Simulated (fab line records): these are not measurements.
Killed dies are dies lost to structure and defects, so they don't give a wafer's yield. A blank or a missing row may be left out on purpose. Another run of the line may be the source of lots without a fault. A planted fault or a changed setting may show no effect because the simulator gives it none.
fab line records	flow sky130
record lots=7	wafers=19	lastDay=50
route steps=708 shown VT_ADJUST_LVTN@104 VT_ADJUST_NCORE@119 VT_ADJUST_HVTR@131 VT_ADJUST_PCH@143 PAD_OPEN@708
lots that met no fault: from a run of the same line without faults
startH: the number of hours between the record's first day and the start of the first shown wafer of the lot	waitH: hours since the lot's step before	" the same as in the row above	L1.1+2: one row covering several wafers at once	- no value, or no start was given	* or withheld: withheld	< > ~ a bound
route shown NAME@n: NAME is a module with steps in the file, n the number in the route of the first one	usual: mean and standard deviation over wafers with no fault	same: alike in all rows	chamber/n: place in a boat	sites: each site's reading	_std_site: their standard deviation	_edge_site: inner sites' mean taken away from outer sites' mean	radiusMm: how far each site lies from the wafer's centre	mask NAME#n: copy n	behind: the most recent tool/chamber to have shaped the wafer	hold: why the lot was held/for how many hours/how that ended	device: names the non-switching transistor (n, p or np)	end of line: at the end of the route, the tests of the same wafers	a step without rows: its recipe alone	killed: count of dies lost to structure and defects at first sort (not the wafer's yield)	map: dies across one wafer; x = killed, . = not, _ = none there
set.NAME: the setting as run; set.NAME@STEP: as run at that earlier step	model.NAME: the simulator's own value behind a step, which no gauge read
lots at selected steps of the route; one table per step, one row per wafer
services: when a tool's chamber went out of use (startH, in hours from the record's first day, below 0 if earlier), for how many hours, and the reason
## steps
# step SKY_VT_ADJUST_LVTN_OVL_MEAS_07
# usual VT_ADJUST_LVTN_OVL=0.2/1.3
lot.wafer	tool	chamber	startH	waitH	VT_ADJUST_LVTN_OVL[nm]
L950.1	overlay-01	-	166.54	-	-1.1
L950.3	"	-	"	"	-0.9
L950.6	"	-	"	"	-1.0
L954.5	overlay-02	-	194.26	-	2.7
L954.6	"	-	"	"	3.2
L955.2	overlay-01	-	202.19	-	-0.5
L955.4	"	-	"	"	0.9
L956.3	overlay-02	-	206.95	-	1.0
L956.5	"	-	"	"	-0.3
L956.6	"	-	"	"	2.1
L957.4	overlay-02	-	211.91	-	0.4
L957.5	"	-	"	"	-0.2
L957.6	"	-	"	"	1.0
L960.1	overlay-01	-	251.93	-	-1.4
L960.3	"	-	"	"	0.4
L960.4	"	-	"	"	-1.3
L963.1	overlay-02	-	278.89	-	0.6
L963.5	"	-	"	"	-0.4
L963.6	"	-	"	"	2.7
# step SKY_VT_ADJUST_LVTN_IMPLANT_08
# recipe species=B	energyKev=30	doseCm2=1.57e+12	tiltDeg=withheld
# step SKY_VT_ADJUST_LVTN_STRIP_09
# recipe chemistry=O2/N2	powerW=1400	pressureMtorr=1500	platenTempC=withheld	o2FlowSccm=3000	n2FlowSccm=300	overashFraction=0.5
# usual drypumpMotorCurrentA=5.8/0.38	oesProductAu=0.722/0.0041	stripTimeToEndpointS=36.87/0.11
lot.wafer	tool	chamber	startH	waitH	drypumpMotorCurrentA	oesProductAu	rfHoursCounterH	stripTimeToEndpointS
L950.1	plasmaAsher-03	0	166.72	0.1	5.2	0.723	5	37.04
L950.3	"	0	"	"	5.2	0.721	-	36.92
L950.6	"	1	"	"	5.6	0.728	-	37.00
L954.5	plasmaAsher-04	0	194.49	0.1	5.8	0.724	-	36.88
L954.6	"	1	"	"	5.7	0.715	-	36.93
L955.2	plasmaAsher-04	0	202.37	0.1	5.8	0.719	52	36.69
L955.4	"	1	"	"	5.7	0.722	-	36.88
L956.3	plasmaAsher-04	1	207.15	0.1	5.7	0.718	-	36.72
L956.5	"	0	"	"	5.8	0.725	-	36.83
L956.6	"	1	"	"	5.7	0.713	-	36.75
L957.4	plasmaAsher-04	1	212.11	0.1	5.7	0.720	-	36.92
L957.5	"	1	"	"	5.7	0.723	-	36.97
L957.6	"	0	"	"	5.8	0.722	-	37.00
L960.1	plasmaAsher-04	1	252.12	0.1	5.7	0.722	57	36.77
L960.3	"	1	"	"	5.7	0.724	-	36.77
L960.4	"	0	"	"	5.8	0.722	-	36.86
L963.1	plasmaAsher-01	1	279.08	0.1	6.6	0.720	57	36.83
L963.5	"	0	"	"	5.6	0.726	-	36.86
L963.6	"	1	"	"	6.6	0.723	-	36.85
# step SKY_VT_ADJUST_LVTN_TW_MEAS_10
# usual VT_ADJUST_LVTN_TW=240.1/1.4
lot.wafer	tool	chamber	startH	waitH	VT_ADJUST_LVTN_TW
L950.1	filmMetro-03	-	166.82	0.1	238.1
L950.3	"	-	"	"	238.5
L950.6	"	-	"	"	239.1
L954.5	filmMetro-03	-	194.56	0.0	238.4
L954.6	"	-	"	"	239.3
L955.2	filmMetro-04	-	202.48	0.1	240.4
L955.4	"	-	"	"	239.1
L956.3	filmMetro-03	-	207.24	0.1	238.6
L956.5	"	-	"	"	239.3
L956.6	"	-	"	"	238.1
L957.4	filmMetro-01	-	212.21	0.1	239.3
L957.5	"	-	"	"	239.6
L957.6	"	-	"	"	240.7
L960.1	filmMetro-04	-	252.22	0.1	239.3
L960.3	"	-	"	"	240.1
L960.4	"	-	"	"	239.6
L963.1	filmMetro-04	-	279.18	0.1	240.9
L963.5	"	-	"	"	240.6
L963.6	"	-	"	"	240.5
# step SKY_VT_ADJUST_LVTN_DEHYDRATE_11
# recipe tempC=200	timeS=60
# step SKY_VT_ADJUST_LVTN_HMDS_12
# recipe primeTimeS=60	primeTempC=120
# step SKY_VT_ADJUST_LVTN_COAT_13
# recipe resist=NOVOLAK	spinRpm=3000	resistThkNm=1140
# step SKY_VT_ADJUST_LVTN_SOFTBAKE_14
# recipe tempC=90	timeS=60	resist=NOVOLAK
# step SKY_VT_ADJUST_LVTN_EXPOSE_15
# recipe maskId=HVN_STD_DERIVED	na=0.6	sourceShape=conventional	sigmaOuter=0.6	polarization=unpolarized	targetCdNm=600	doseMj=163
# step SKY_VT_ADJUST_LVTN_PEB_16
# recipe tempC=withheld	timeS=*	resist=NOVOLAK
# step SKY_VT_ADJUST_LVTN_DEVELOP_17
# recipe resist=NOVOLAK	developer=TMAH	developTimeS=60	devTempC=23
# step SKY_VT_ADJUST_LVTN_OVL_MEAS_18
# usual VT_ADJUST_LVTN_01_OVL=-0.8/1.5
lot.wafer	tool	chamber	startH	waitH	VT_ADJUST_LVTN_01_OVL[nm]
L950.1	overlay-02	-	186.34	0.1	0.2
L950.3	"	-	"	"	-0.2
L950.6	"	-	"	"	1.2
L954.5	overlay-02	-	215.26	0.0	-1.9
L954.6	"	-	"	"	-1.3
L955.2	overlay-01	-	223.65	0.1	0.2
L955.4	"	-	"	"	1.1
L956.3	overlay-02	-	228.75	0.1	-2.4
L956.5	"	-	"	"	-0.9
L956.6	"	-	"	"	-2.1
L957.4	overlay-02	-	233.56	0.1	-4.7
L957.5	"	-	"	"	-3.5
L957.6	"	-	"	"	-5.0
L960.1	overlay-02	-	276.34	0.1	0.1
L960.3	"	-	"	"	1.4
L960.4	"	-	"	"	1.2
L963.1	overlay-02	-	304.73	0.1	0.5
L963.5	"	-	"	"	0.6
L963.6	"	-	"	"	1.4
# step SKY_VT_ADJUST_LVTN_IMPLANT_19
# recipe species=B	energyKev=30	doseCm2=6.5e+11	tiltDeg=withheld
lot.wafer	tool	chamber	startH	waitH
L950.1+3+6	implanter-01	0	186.38	0.0
L954.5+6	implanter-01	0	215.37	0.1
L955.2+4	implanter-01	0	223.70	0.0
L956.3+5+6	implanter-01	0	228.82	0.1
L957.4+5+6	implanter-03	0	233.65	0.1
L960.1+3+4	implanter-02	0	276.38	0.0
L963.1+5+6	implanter-03	0	304.77	0.0
# step SKY_VT_ADJUST_LVTN_STRIP_20
# recipe chemistry=O2/N2	powerW=1400	pressureMtorr=1500	platenTempC=withheld	o2FlowSccm=3000	n2FlowSccm=300	overashFraction=0.5
# usual drypumpMotorCurrentA=5.8/0.42	oesProductAu=0.716/0.0049	stripTimeToEndpointS=14.17/0.043
lot.wafer	tool	chamber	startH	waitH	drypumpMotorCurrentA	oesProductAu	rfHoursCounterH	stripTimeToEndpointS
L950.1	plasmaAsher-01	1	186.53	0.1	6.6	0.713	49	14.19
L950.3	"	0	"	"	5.6	0.711	-	14.23
L950.6	"	1	"	"	6.6	0.716	-	14.20
L954.5	plasmaAsher-01	0	215.49	0.1	5.6	0.719	-	14.12
L954.6	"	1	"	"	6.6	0.722	-	14.14
L955.2	plasmaAsher-04	0	223.83	0.1	5.8	0.720	54	14.16
L955.4	"	0	"	"	5.8	0.717	-	14.11
L956.3	plasmaAsher-03	1	228.95	0.1	5.6	0.707	-	14.25
L956.5	"	0	"	"	5.2	0.727	-	14.24
L956.6	"	1	"	"	5.6	0.719	-	14.24
L957.4	plasmaAsher-01	1	233.76	0.1	6.6	0.714	-	14.17
L957.5	"	1	"	"	6.6	0.714	-	14.15
L957.6	"	0	"	"	5.6	0.712	-	14.18
L960.1	plasmaAsher-03	1	276.53	0.1	5.5	0.706	15	14.21
L960.3	"	1	"	"	5.6	0.717	-	14.17
L960.4	"	0	"	"	5.2	0.723	-	14.17
L963.1	plasmaAsher-03	0	304.92	0.1	5.2	0.719	17	14.16
L963.5	"	0	"	"	5.2	0.714	-	14.14
L963.6	"	1	"	"	5.5	0.712	-	14.13
# step SKY_VT_ADJUST_LVTN_TW_MEAS_21
# usual VT_ADJUST_LVTN_2_TW=187.3/1.1
lot.wafer	tool	chamber	startH	waitH	VT_ADJUST_LVTN_2_TW
L950.1	filmMetro-01	-	186.63	0.1	188.2
L950.3	"	-	"	"	189.2
L950.6	"	-	"	"	188.1
L954.5	filmMetro-01	-	215.56	0.0	186.4
L954.6	"	-	"	"	184.2
L955.2	filmMetro-03	-	223.94	0.1	186.2
L955.4	"	-	"	"	187.4
L956.3	filmMetro-01	-	229.04	0.1	189.3
L956.5	"	-	"	"	188.8
L956.6	"	-	"	"	186.7
L957.4	filmMetro-01	-	233.86	0.1	188.9
L957.5	"	-	"	"	187.9
L957.6	"	-	"	"	188.1
L960.1	filmMetro-01	-	276.63	0.1	188.8
L960.3	"	-	"	"	188.5
L960.4	"	-	"	"	188.7
L963.1	filmMetro-03	-	305.02	0.1	186.3
L963.5	"	-	"	"	184.8
L963.6	"	-	"	"	185.8
# step SKY_VT_ADJUST_NCORE_DEHYDRATE_00
# recipe tempC=200	timeS=60
# step SKY_VT_ADJUST_NCORE_HMDS_01
# recipe primeTimeS=60	primeTempC=120
# step SKY_VT_ADJUST_NCORE_COAT_02
# recipe resist=NOVOLAK	spinRpm=3000	resistThkNm=1140
# step SKY_VT_ADJUST_NCORE_SOFTBAKE_03
# recipe tempC=90	timeS=60	resist=NOVOLAK
# step SKY_VT_ADJUST_NCORE_EXPOSE_04
# recipe maskId=LVTN_COMPLEMENT_THIN	na=0.6	sourceShape=conventional	sigmaOuter=0.6	polarization=unpolarized	targetCdNm=380	doseMj=139
# step SKY_VT_ADJUST_NCORE_PEB_05
# recipe tempC=withheld	timeS=*	resist=NOVOLAK
# step SKY_VT_ADJUST_NCORE_DEVELOP_06
# recipe resist=NOVOLAK	developer=TMAH	developTimeS=60	devTempC=23
# step SKY_VT_ADJUST_NCORE_CD_MEAS_07
# recipe targetCdNm=380
# usual cdNm=379.3/2.6
lot.wafer	tool	chamber	startH	waitH	cdNm
L950.1	cdSem-01	-	207.83	0.1	378.5
L950.3	"	-	"	"	376.0
L950.6	"	-	"	"	379.0
L954.5	cdSem-01	-	236.86	0.1	383.5
L954.6	"	-	"	"	380.0
L955.2	cdSem-02	-	247.20	0.1	382.2
L955.4	"	-	"	"	383.5
L956.3	cdSem-02	-	252.23	0.1	380.4
L956.5	"	-	"	"	381.2
L956.6	"	-	"	"	381.7
L957.4	cdSem-02	-	257.39	0.1	380.0
L957.5	"	-	"	"	379.4
L957.6	"	-	"	"	379.4
L960.1	cdSem-02	-	301.83	0.1	381.5
L960.3	"	-	"	"	379.7
L960.4	"	-	"	"	377.2
L963.1	cdSem-01	-	331.38	0.1	376.9
L963.5	"	-	"	"	378.5
L963.6	"	-	"	"	377.5
# step SKY_VT_ADJUST_NCORE_OVL_MEAS_08
# usual VT_ADJUST_NCORE_OVL=-0.2/1.3
lot.wafer	tool	chamber	startH	waitH	VT_ADJUST_NCORE_OVL[nm]
L950.1	overlay-01	-	207.95	0.1	-0.6
L950.3	"	-	"	"	-0.7
L950.6	"	-	"	"	-0.7
L954.5	overlay-01	-	236.93	0.0	1.9
L954.6	"	-	"	"	1.8
L955.2	overlay-01	-	247.31	0.1	-1.2
L955.4	"	-	"	"	-1.3
L956.3	overlay-02	-	252.32	0.1	0.7
L956.5	"	-	"	"	0.5
L956.6	"	-	"	"	0.4
L957.4	overlay-01	-	257.47	0.1	-1.5
L957.5	"	-	"	"	-0.7
L957.6	"	-	"	"	1.0
L960.1	overlay-02	-	301.95	0.1	1.6
L960.3	"	-	"	"	1.1
L960.4	"	-	"	"	0.0
L963.1	overlay-01	-	331.50	0.1	-1.1
L963.5	"	-	"	"	-0.6
L963.6	"	-	"	"	-1.3
# step SKY_VT_ADJUST_NCORE_IMPLANT_09
# recipe species=B	energyKev=10	doseCm2=2.4e+12	tiltDeg=withheld
# step SKY_VT_ADJUST_NCORE_STRIP_10
# recipe chemistry=O2/N2	powerW=1400	pressureMtorr=1500	platenTempC=withheld	o2FlowSccm=3000	n2FlowSccm=300	overashFraction=0.5
# usual drypumpMotorCurrentA=5.9/0.38	oesProductAu=0.716/0.0048	stripTimeToEndpointS=14.16/0.041
lot.wafer	tool	chamber	startH	waitH	drypumpMotorCurrentA	oesProductAu	rfHoursCounterH	stripTimeToEndpointS
L950.1	plasmaAsher-01	0	208.14	0.1	5.6	0.713	51	14.07
L950.3	"	0	"	"	5.6	0.713	-	14.10
L950.6	"	1	"	"	6.6	0.719	-	14.11
L954.5	plasmaAsher-02	0	237.16	0.1	6.0	0.716	-	14.09
L954.6	"	1	"	"	6.1	0.716	-	14.16
L955.2	plasmaAsher-03	1	247.49	0.1	5.5	0.715	12	14.14
L955.4	"	0	"	"	5.2	0.715	-	14.20
L956.3	plasmaAsher-02	1	252.52	0.1	6.1	0.712	-	14.15
L956.5	"	1	"	"	6.1	0.709	-	14.18
L956.6	"	0	"	"	6.0	0.712	-	14.12
L957.4	plasmaAsher-02	1	257.67	0.1	6.1	0.715	-	14.25
L957.5	"	1	"	"	6.1	0.711	-	14.20
L957.6	"	0	"	"	6.0	0.716	-	14.23
L960.1	plasmaAsher-01	0	302.14	0.1	5.6	0.715	60	14.16
L960.3	"	0	"	"	5.6	0.723	-	14.18
L960.4	"	1	"	"	6.6	0.720	-	14.14
L963.1	plasmaAsher-02	0	331.69	0.1	6.0	0.715	51	14.18
L963.5	"	0	"	"	5.9	0.718	-	14.21
L963.6	"	1	"	"	6.1	0.717	-	14.22
# step SKY_VT_ADJUST_NCORE_TW_MEAS_11
# usual VT_ADJUST_NCORE_TW=217.7/1.1
lot.wafer	tool	chamber	startH	waitH	VT_ADJUST_NCORE_TW
L950.1	filmMetro-03	-	208.24	0.1	216.5
L950.3	"	-	"	"	216.6
L950.6	"	-	"	"	216.8
L954.5	filmMetro-02	-	237.23	0.0	216.7
L954.6	"	-	"	"	217.0
L955.2	filmMetro-03	-	247.60	0.1	218.4
L955.4	"	-	"	"	217.3
L956.3	filmMetro-03	-	252.61	0.1	218.2
L956.5	"	-	"	"	217.5
L956.6	"	-	"	"	217.1
L957.4	filmMetro-02	-	257.77	0.1	216.9
L957.5	"	-	"	"	216.6
L957.6	"	-	"	"	216.6
L960.1	filmMetro-02	-	302.24	0.1	218.1
L960.3	"	-	"	"	218.8
L960.4	"	-	"	"	216.6
L963.1	filmMetro-03	-	331.79	0.1	216.9
L963.5	"	-	"	"	217.2
L963.6	"	-	"	"	216.4
# step SKY_VT_ADJUST_HVTR_DEHYDRATE_00
# recipe tempC=200	timeS=60
# step SKY_VT_ADJUST_HVTR_HMDS_01
# recipe primeTimeS=60	primeTempC=120
# step SKY_VT_ADJUST_HVTR_COAT_02
# recipe resist=NOVOLAK	spinRpm=3000	resistThkNm=1140
# step SKY_VT_ADJUST_HVTR_SOFTBAKE_03
# recipe tempC=90	timeS=60	resist=NOVOLAK
# step SKY_VT_ADJUST_HVTR_EXPOSE_04
# recipe maskId=HVTRM	targetCdNm=380	na=0.6	sourceShape=conventional	sigmaOuter=0.6	doseMj=150
# step SKY_VT_ADJUST_HVTR_PEB_05
# recipe tempC=withheld	timeS=*	resist=NOVOLAK
# step SKY_VT_ADJUST_HVTR_DEVELOP_06
# recipe developTimeS=60	devTempC=23
# step SKY_VT_ADJUST_HVTR_CD_MEAS_07
# recipe targetCdNm=380
# usual cdNm=379.8/2.5
lot.wafer	tool	chamber	startH	waitH	cdNm
L950.1	cdSem-02	-	229.63	0.1	380.9
L950.3	"	-	"	"	381.7
L950.6	"	-	"	"	380.5
L954.5	cdSem-02	-	261.25	0.1	377.5
L954.6	"	-	"	"	377.4
L955.2	cdSem-01	-	270.11	0.1	383.4
L955.4	"	-	"	"	381.9
L956.3	cdSem-01	-	276.68	0.1	377.7
L956.5	"	-	"	"	380.8
L956.6	"	-	"	"	379.3
L957.4	cdSem-01	-	281.98	0.1	380.0
L957.5	"	-	"	"	380.0
L957.6	"	-	"	"	381.5
L960.1	cdSem-01	-	327.95	0.2	378.7
L960.3	"	-	"	"	381.5
L960.4	"	-	"	"	381.0
L963.1	cdSem-02	-	359.39	0.1	382.5
L963.5	"	-	"	"	382.8
L963.6	"	-	"	"	383.4
# step SKY_VT_ADJUST_HVTR_OVL_MEAS_08
# usual VT_ADJUST_HVTR_OVL=-0.7/1.3
lot.wafer	tool	chamber	startH	waitH	VT_ADJUST_HVTR_OVL[nm]
L950.1	overlay-01	-	229.75	0.1	-0.6
L950.3	"	-	"	"	-0.5
L950.6	"	-	"	"	0.7
L954.5	overlay-02	-	261.32	0.0	-1.8
L954.6	"	-	"	"	-1.9
L955.2	overlay-02	-	270.22	0.1	2.0
L955.4	"	-	"	"	1.8
L956.3	overlay-02	-	276.77	0.1	-0.4
L956.5	"	-	"	"	-0.4
L956.6	"	-	"	"	-1.0
L957.4	overlay-01	-	282.06	0.1	0.8
L957.5	"	-	"	"	0.0
L957.6	"	-	"	"	-0.5
L960.1	overlay-01	-	328.07	0.1	-3.6
L960.3	"	-	"	"	-3.7
L960.4	"	-	"	"	-3.0
L963.1	overlay-02	-	359.51	0.1	-1.5
L963.5	"	-	"	"	-2.5
L963.6	"	-	"	"	-1.3
# step SKY_VT_ADJUST_HVTR_IMPLANT_09
# recipe species=B	energyKev=10	doseCm2=2.1e+12	tiltDeg=withheld
# step SKY_VT_ADJUST_HVTR_STRIP_10
# recipe chemistry=O2/N2	powerW=1400	pressureMtorr=1500	platenTempC=withheld	o2FlowSccm=3000	n2FlowSccm=300	overashFraction=0.5
# usual drypumpMotorCurrentA=6.0/0.35	oesProductAu=0.715/0.0048	stripTimeToEndpointS=14.172/0.027
lot.wafer	tool	chamber	startH	waitH	drypumpMotorCurrentA	oesProductAu	rfHoursCounterH	stripTimeToEndpointS
L950.1	plasmaAsher-04	1	229.94	0.1	5.7	0.714	55	14.204
L950.3	"	0	"	"	5.8	0.711	-	14.221
L950.6	"	1	"	"	5.7	0.721	-	14.224
L954.5	plasmaAsher-02	0	261.55	0.1	6.0	0.714	-	14.163
L954.6	"	1	"	"	6.1	0.718	-	14.202
L955.2	plasmaAsher-02	0	270.40	0.1	6.0	0.710	45	14.220
L955.4	"	0	"	"	6.0	0.719	-	14.157
L956.3	plasmaAsher-01	1	276.98	0.1	6.6	0.707	-	14.162
L956.5	"	0	"	"	5.6	0.717	-	14.115
L956.6	"	1	"	"	6.6	0.714	-	14.158
L957.4	plasmaAsher-02	0	282.26	0.1	5.9	0.718	-	14.144
L957.5	"	1	"	"	6.1	0.708	-	14.133
L957.6	"	0	"	"	5.9	0.721	-	14.171
L960.1	plasmaAsher-01	0	328.26	0.1	5.6	0.714	62	14.145
L960.3	"	1	"	"	6.6	0.718	-	14.145
L960.4	"	0	"	"	5.5	0.720	-	14.135
L963.1	plasmaAsher-02	0	359.70	0.1	6.0	0.721	54	14.156
L963.5	"	1	"	"	6.1	0.721	-	14.148
L963.6	"	0	"	"	6.0	0.709	-	14.132
# step SKY_VT_ADJUST_HVTR_TW_MEAS_11
# usual VT_ADJUST_HVTR_TW=210.2/1.3
lot.wafer	tool	chamber	startH	waitH	VT_ADJUST_HVTR_TW
L950.1	filmMetro-04	-	230.04	0.1	208.1
L950.3	"	-	"	"	208.3
L950.6	"	-	"	"	207.9
L954.5	filmMetro-04	-	261.62	0.0	209.9
L954.6	"	-	"	"	209.0
L955.2	filmMetro-04	-	270.51	0.1	210.4
L955.4	"	-	"	"	211.1
L956.3	filmMetro-01	-	277.07	0.1	211.8
L956.5	"	-	"	"	211.7
L956.6	"	-	"	"	211.4
L957.4	filmMetro-02	-	282.36	0.1	209.1
L957.5	"	-	"	"	210.5
L957.6	"	-	"	"	210.9
L960.1	filmMetro-01	-	328.36	0.1	211.5
L960.3	"	-	"	"	211.8
L960.4	"	-	"	"	212.8
L963.1	filmMetro-04	-	359.80	0.1	209.9
L963.5	"	-	"	"	210.4
L963.6	"	-	"	"	210.3
# step SKY_VT_ADJUST_PCH_DEHYDRATE_00
# recipe tempC=200	timeS=60
# step SKY_VT_ADJUST_PCH_HMDS_01
# recipe primeTimeS=60	primeTempC=120
# step SKY_VT_ADJUST_PCH_COAT_02
# recipe spinRpm=2000	resistThkNm=3000
# step SKY_PAD_OPEN_PROBE_99
lot.wafer	tool	chamber	startH	waitH	hold	model.etest.nfetG5v0d10v5.vtVRange
L950.1	prober-01	-	1097.57	0.1	-	0.01947
L950.3	prober-01	-	1097.67	0.2	-	0.01677
L950.6	prober-01	-	1097.82	0.2	-	0.01051
L954.5	prober-01	-	1124.29	0.2	awaitDispo/1.3h/release	0.01133
L954.6	prober-01	-	1124.34	0.2	awaitDispo/1.3h/release	0.01789
L955.2	prober-02	-	1126.83	0.1	awaitDispo/3.5h/release	0.02131
L955.4	prober-02	-	1126.93	0.2	awaitDispo/3.5h/release	0.01146
L956.3	prober-01	-	1134.50	0.2	-	0.01183
L956.5	prober-01	-	1134.60	0.2	-	0.01332
L956.6	prober-01	-	1134.65	0.2	-	0.03004
L957.4	prober-02	-	1140.09	0.2	-	0.01297
L957.5	prober-02	-	1140.14	0.2	-	0.01054
L957.6	prober-02	-	1140.19	0.2	-	0.01681
L960.1	prober-02	-	1176.39	0.1	-	0.0156
L960.3	prober-02	-	1176.49	0.2	-	0.01991
L960.4	prober-02	-	1176.54	0.2	-	0.01466
L963.1	prober-02	-	1189.79	0.1	-	0.01176
L963.5	prober-02	-	1189.99	0.2	-	0.01485
L963.6	prober-02	-	1190.04	0.2	-	0.0164
# killed by level:class
L950.1 VIA3:geometricParticle:open=11 VIA1:geometricParticle:open=10 CONTACT:geometricParticle:open=8 VIA2:geometricParticle:open=8 LI_CONTACT:geometricParticle:open=7 POLY_GATE:geometricParticle:short=5 FIELD_ISO:geometricParticle:open=4 FIELD_ISO:geometricParticle:short=4
L950.3 VIA1:geometricParticle:open=14 CONTACT:geometricParticle:open=8 VIA3:geometricParticle:open=7 VIA1:geometricParticle:short=6 CONTACT:geometricParticle:short=5 METAL2:geometricParticle:short=5 FIELD_ISO:geometricParticle:open=3 LOCAL_INTERCONNECT:geometricParticle:short=3
L950.6 VIA1:geometricParticle:open=16 VIA1:geometricParticle:short=11 VIA3:geometricParticle:open=6 METAL4:geometricParticle:short=6 LI_CONTACT:geometricParticle:open=5 FIELD_ISO:geometricParticle:open=4 CONTACT:geometricParticle:open=4 VIA2:geometricParticle:short=4
L956.3 VIA1:geometricParticle:open=10 VIA2:geometricParticle:open=9 CONTACT:geometricParticle:open=8 METAL2:geometricParticle:short=7 LI_CONTACT:geometricParticle:open=6 CONTACT:geometricParticle:short=5 VIA3:geometricParticle:open=4 METAL1:geometricParticle:short=4
L956.5 VIA1:geometricParticle:open=10 VIA3:geometricParticle:open=8 FIELD_ISO:geometricParticle:open=5 LI_CONTACT:geometricParticle:open=5 VIA3:geometricParticle:short=5 FIELD_ISO:geometricParticle:short=4 METAL1:geometricParticle:short=4 METAL3:geometricParticle:short=4
L956.6 METAL1:geometricParticle:short=10 CONTACT:geometricParticle:open=9 VIA1:geometricParticle:open=8 LI_CONTACT:geometricParticle:open=6 POLY_GATE:geometricParticle:open=4 VIA2:geometricParticle:open=4 VIA3:geometricParticle:open=4 METAL2:geometricParticle:short=3
L957.4 LI_CONTACT:geometricParticle:open=8 VIA1:geometricParticle:open=8 VIA3:geometricParticle:open=7 METAL2:geometricParticle:short=7 LOCAL_INTERCONNECT:geometricParticle:short=7 VIA2:geometricParticle:open=7 POLY_GATE:geometricParticle:short=6 CONTACT:geometricParticle:open=6
L957.5 CONTACT:geometricParticle:open=10 VIA2:geometricParticle:open=9 CONTACT:geometricParticle:short=9 VIA1:geometricParticle:open=9 POLY_GATE:geometricParticle:short=8 LI_CONTACT:geometricParticle:open=5 METAL1:geometricParticle:short=5 FIELD_ISO:geometricParticle:open=4
L957.6 VIA1:geometricParticle:open=14 CONTACT:geometricParticle:open=12 VIA2:geometricParticle:open=8 LI_CONTACT:geometricParticle:open=7 LOCAL_INTERCONNECT:geometricParticle:short=6 VIA3:geometricParticle:open=6 POLY_GATE:geometricParticle:short=5 VIA3:geometricParticle:short=5
L960.1 VIA1:geometricParticle:open=11 CONTACT:geometricParticle:open=10 FIELD_ISO:geometricParticle:open=7 LI_CONTACT:geometricParticle:open=7 FIELD_ISO:geometricParticle:short=6 METAL1:geometricParticle:short=6 VIA2:geometricParticle:open=5 POLY_GATE:geometricParticle:open=4
L960.3 LI_CONTACT:geometricParticle:open=9 VIA1:geometricParticle:open=9 METAL2:geometricParticle:short=6 FIELD_ISO:geometricParticle:open=5 LOCAL_INTERCONNECT:geometricParticle:short=5 CONTACT:geometricParticle:open=5 METAL1:geometricParticle:short=5 VIA1:geometricParticle:short=5
L960.4 VIA1:geometricParticle:open=17 CONTACT:geometricParticle:open=9 LI_CONTACT:geometricParticle:open=8 VIA3:geometricParticle:open=8 LI_CONTACT:geometricParticle:short=6 METAL1:geometricParticle:short=6 FIELD_ISO:geometricParticle:short=4 POLY_GATE:geometricParticle:open=4
L963.1 VIA3:geometricParticle:open=16 VIA1:geometricParticle:open=8 VIA1:geometricParticle:short=7 METAL2:geometricParticle:short=7 CONTACT:geometricParticle:open=6 VIA2:geometricParticle:open=5 FIELD_ISO:geometricParticle:open=4 POLY_GATE:geometricParticle:short=4
L963.5 CONTACT:geometricParticle:open=12 VIA1:geometricParticle:open=9 LI_CONTACT:geometricParticle:open=7 FIELD_ISO:geometricParticle:open=6 VIA1:geometricParticle:short=6 FIELD_ISO:geometricParticle:short=5 POLY_GATE:geometricParticle:short=4 LI_CONTACT:geometricParticle:short=4
L963.6 VIA1:geometricParticle:open=18 CONTACT:geometricParticle:open=8 FIELD_ISO:geometricParticle:short=7 METAL1:geometricParticle:short=6 VIA2:geometricParticle:open=6 FIELD_ISO:geometricParticle:open=5 LI_CONTACT:geometricParticle:open=5 LOCAL_INTERCONNECT:geometricParticle:short=5
# map L956.3 (x killed, . not)
__________........x._________
________..........x.x._______
______.............xx.x._____
_____x...................____
____...x.x...x.........x..___
___.x...x..x..x..x.x....x.x__
__.x.............xx......x.x_
_x.......................x..x
_.....x...................x..
_..........x.x.x........x....
_........x..x..............x.
_.....x..x....x.......x......
_x..x.x...xx............x....
_.x..x..x...x..x..x.......x..
_...x.xx.......x........x...x
__.........................._
___..................x..x..__
____....xx...........x....___
_____..x...x..xx.....x...____
______...x.....x........_____
________......x.x....._______
__________.......x.._________
# map L950.1 (x killed, . not)
__________.x........_________
________.x....xx.x...._______
______....xx...........x_____
_____..................x.____
____...x.x.......x........___
___..x...x....x.......x.x..__
__..................x..x...._
_..x...........xx............
_...x.............x...x......
_x...x.x.x....x...........x..
_.xx......x.........x....xx..
_........x..............x.x..
_x.......x....x...x...x......
_........x......x.........x.x
_............xx...xx.x..x....
__x..x...x..x......xx...x..._
___x........x.....x.....x.x__
____.......xx...x....xx..x___
_____xx....x..xx.........____
______..........x..x...._____
________.......x....x._______
__________x.x......._________
## services
tool	chamber	startH	hours	kind
plasmaAsher-04	-	161.13	4.4	repair
implanter-03	-	162.19	3.7	repair
plasmaAsher-02	-	163.91	2.8	pm
implanter-02	-	164.41	5.5	pm
implanter-01	-	187.90	3.5	repair
plasmaAsher-01	-	206.96	1.0	repair
plasmaAsher-01	-	218.87	2.1	repair
implanter-03	-	230.54	1.8	repair
implanter-02	-	232.10	0.6	repair
implanter-02	-	241.76	2.1	repair
implanter-03	-	242.06	2.6	repair
implanter-03	-	248.30	3.8	repair
implanter-01	-	256.97	2.7	repair
plasmaAsher-04	-	257.49	4.1	repair
plasmaAsher-03	-	287.31	7.6	repair
plasmaAsher-04	-	304.95	5.3	repair
implanter-02	-	309.89	2.4	repair
implanter-03	-	348.95	4.5	pm
## key
firstSign step=SKY_PAD_OPEN_PROBE_99	reading=hold	direction=added
effect none on later readings
modelEffect step=SKY_PAD_OPEN_PROBE_99	value=etest.nfetG5v0d10v5.vtVRange	without=0.01227	struck=0.02308
metAt SKY_VT_ADJUST_LVTN_IMPLANT_19
struckWafers L954.6,L955.2,L956.6
sortLeftOut L954.6,L955.2
testerLeftOut L954,L955,L956
onsetBetween 186.38 215.37
fault kind=processParameterDrift	tool=implanter-01	chamber=-	onsetH=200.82	steps=SKY_VT_ADJUST_LVTN_IMPLANT_19	channel=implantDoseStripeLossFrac	offset=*	shape=step	endH=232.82	scope=struckWafersOnly
# testerLeftOut: of these lots the tester's yield and bins aren't shown, on N5 and GAA mostly nor the transistor test; their killed dies are dies lost to structure and defects alone, not to doping, threshold or leakage, so they don't give the yield
# sortLeftOut: the simulated sort isn't trusted on such a fault, so these wafers' sort isn't shown, and their yield isn't known
